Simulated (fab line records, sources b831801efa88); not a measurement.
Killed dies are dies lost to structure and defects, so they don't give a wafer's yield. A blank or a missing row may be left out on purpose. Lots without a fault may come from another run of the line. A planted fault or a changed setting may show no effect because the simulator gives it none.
Which tool did it? | flow gf180mcu | 12 lots, 36 wafers sampled, at 4 steps of a route of 602

WHAT THE GAUGES READ, wafer by wafer
GF_M5_CD_MEAS_07: target cd 280 nm. Usual: cd_nm 280.1 nm, standard deviation 0.98.
lot  | measured     | on        | cd_nm (nm)        | flag
L436 | day 26 11:48 | cd_sem-01 | 280.1 280.6 282.8 |
L440 | day 27 11:02 | cd_sem-01 | 280.5 278.7 280.0 |
L441 | day 27 18:23 | cd_sem-02 | 280.4 279.7 279.8 |
L443 | day 28 16:20 | cd_sem-02 | 281.3 281.2 281.2 |
L444 | day 29 00:31 | cd_sem-01 | 281.8 280.6 279.8 |
L446 | day 29 11:40 | cd_sem-02 | 280.8 279.1 280.1 |
L447 | day 29 17:28 | cd_sem-01 | 281.5 279.8 279.7 |
L451 | day 30 22:20 | cd_sem-02 | 279.3 279.9 278.6 |
L455 | day 31 20:35 | cd_sem-02 | 271.9 276.9 266.0 | OFF
L457 | day 32 06:55 | cd_sem-01 | 280.3 279.7 278.8 |
L458 | day 32 15:40 | cd_sem-01 | 280.7 278.6 279.2 |
L459 | day 32 17:30 | cd_sem-02 | 281.2 279.7 280.8 |

WHICH TOOL RAN EACH LOT (tool, then ch and the chambers of the sampled wafers, then the start)
lot  | GF_MIM_SPUTTER_07            | GF_MIM_SPUTTER_08            | GF_M5_EXPOSE_04
L436 | pvd_sputter-04, day 24 16:23 | pvd_sputter-04, day 24 16:26 | krf_scanner-01 ch 0, day 26 01:25
L440 | pvd_sputter-01, day 25 17:37 | pvd_sputter-01, day 25 17:40 | krf_scanner-01 ch 0, day 27 01:27
L441 | pvd_sputter-04, day 26 00:55 | pvd_sputter-04, day 26 00:58 | krf_scanner-01 ch 0, day 27 09:06
L443 | pvd_sputter-01, day 27 00:25 | pvd_sputter-01, day 27 00:28 | krf_scanner-01 ch 0, day 28 07:22
L444 | pvd_sputter-02, day 27 08:11 | pvd_sputter-02, day 27 08:14 | krf_scanner-02 ch 0, day 28 14:56
L446 | pvd_sputter-01, day 27 21:01 | pvd_sputter-01, day 27 21:04 | krf_scanner-01 ch 0, day 29 02:23
L447 | pvd_sputter-01, day 28 03:11 | pvd_sputter-01, day 28 03:13 | krf_scanner-02 ch 0, day 29 08:15
L451 | pvd_sputter-02, day 29 09:04 | pvd_sputter-02, day 29 09:07 | krf_scanner-01 ch 0, day 30 13:46
L455 | pvd_sputter-02, day 30 09:07 | pvd_sputter-02, day 30 09:10 | krf_scanner-01 ch 0, day 31 12:11
L457 | pvd_sputter-01, day 30 20:21 | pvd_sputter-01, day 30 20:23 | krf_scanner-02 ch 0, day 31 22:38
L458 | pvd_sputter-01, day 31 05:44 | pvd_sputter-01, day 31 05:46 | krf_scanner-02 ch 0, day 32 08:26
L459 | pvd_sputter-01, day 31 07:01 | pvd_sputter-01, day 31 07:03 | krf_scanner-02 ch 0, day 32 09:29
- GF_MIM_SPUTTER_07: material TiN, target thk 60 nm, time 50 s.
- GF_MIM_SPUTTER_08: material AlCu, target thk 200 nm, time 10.6 s.
- GF_M5_EXPOSE_04: exposes mask Metal5, target cd 280 nm.

WHAT THE TOOLS THEMSELVES READ (means of the sampled wafers that have a number; where no wafer has one, the mark that the record gives instead)
GF_MIM_SPUTTER_07. Usual: throttle_valve_pct 30.1 %, standard deviation 0.92.
lot  | tool           | throttle_valve_pct (%) | flag
L436 | pvd_sputter-04 | 30.0                   |
L440 | pvd_sputter-01 | 29.7                   |
L441 | pvd_sputter-04 | 30.1                   |
L443 | pvd_sputter-01 | 29.8                   |
L444 | pvd_sputter-02 | 30.5                   |
L446 | pvd_sputter-01 | 29.1                   |
L447 | pvd_sputter-01 | 29.2                   |
L451 | pvd_sputter-02 | 30.4                   |
L455 | pvd_sputter-02 | 30.6                   |
L457 | pvd_sputter-01 | 29.2                   |
L458 | pvd_sputter-01 | 29.3                   |
L459 | pvd_sputter-01 | 29.1                   |

GF_MIM_SPUTTER_08. Usual: throttle_valve_pct 30.2 %, standard deviation 0.92.
lot  | tool           | throttle_valve_pct (%) | flag
L436 | pvd_sputter-04 | 30.2                   |
L440 | pvd_sputter-01 | 30.0                   |
L441 | pvd_sputter-04 | 30.0                   |
L443 | pvd_sputter-01 | 29.9                   |
L444 | pvd_sputter-02 | 30.7                   |
L446 | pvd_sputter-01 | 29.2                   |
L447 | pvd_sputter-01 | 29.2                   |
L451 | pvd_sputter-02 | 30.4                   |
L455 | pvd_sputter-02 | 30.6                   |
L457 | pvd_sputter-01 | 29.1                   |
L458 | pvd_sputter-01 | 29.2                   |
L459 | pvd_sputter-01 | 29.3                   |

GF_M5_EXPOSE_04. Usual: exposure_dose_mJ_cm2 28.005, standard deviation 0.029.
lot  | tool           | exposure_dose_mJ_cm2 | flag
L436 | krf_scanner-01 | 28.000               |
L440 | krf_scanner-01 | 28.032               |
L441 | krf_scanner-01 | 28.012               |
L443 | krf_scanner-01 | 27.977               |
L444 | krf_scanner-02 | 28.010               |
L446 | krf_scanner-01 | 27.982               |
L447 | krf_scanner-02 | 27.997               |
L451 | krf_scanner-01 | 28.053               |
L455 | krf_scanner-01 | 27.748               | OFF
L457 | krf_scanner-02 | 28.000               |
L458 | krf_scanner-02 | 28.019               |
L459 | krf_scanner-02 | 28.008               |

THE ANSWER, worked out from the rows above alone
Rule: a lot is off if the mean of its wafers that have a number lies more than 3 standard deviations from the usual mean. A lot without any number at a reading at which 4 lots or more have one is off too. The other lots that the step has rows for count as sound. The gauges are gone through in route order, then the tools' own readings, and for those a lot's mean is taken as printed above. The first step at which some lot is off is used, and at that step the reading that is off furthest; a lot without a number counts as furthest.
Off: L455, at GF_M5_CD_MEAS_07 (cd_nm).
A tool fits if, at a process step before that reading, it ran every lot that is off, and no sound lot after the first of them. The gauges at GF_M5_CD_MEAS_07 aren't tried: what is off there is off at GF_M5_EXPOSE_04 too, on other tools, and a gauge's error can't cause that. Can't be told from this: 2 tools fit, pvd_sputter-02 at GF_MIM_SPUTTER_07 and GF_MIM_SPUTTER_08, krf_scanner-01 at GF_M5_EXPOSE_04.

WHAT THE SIMULATOR HAD PUT IN
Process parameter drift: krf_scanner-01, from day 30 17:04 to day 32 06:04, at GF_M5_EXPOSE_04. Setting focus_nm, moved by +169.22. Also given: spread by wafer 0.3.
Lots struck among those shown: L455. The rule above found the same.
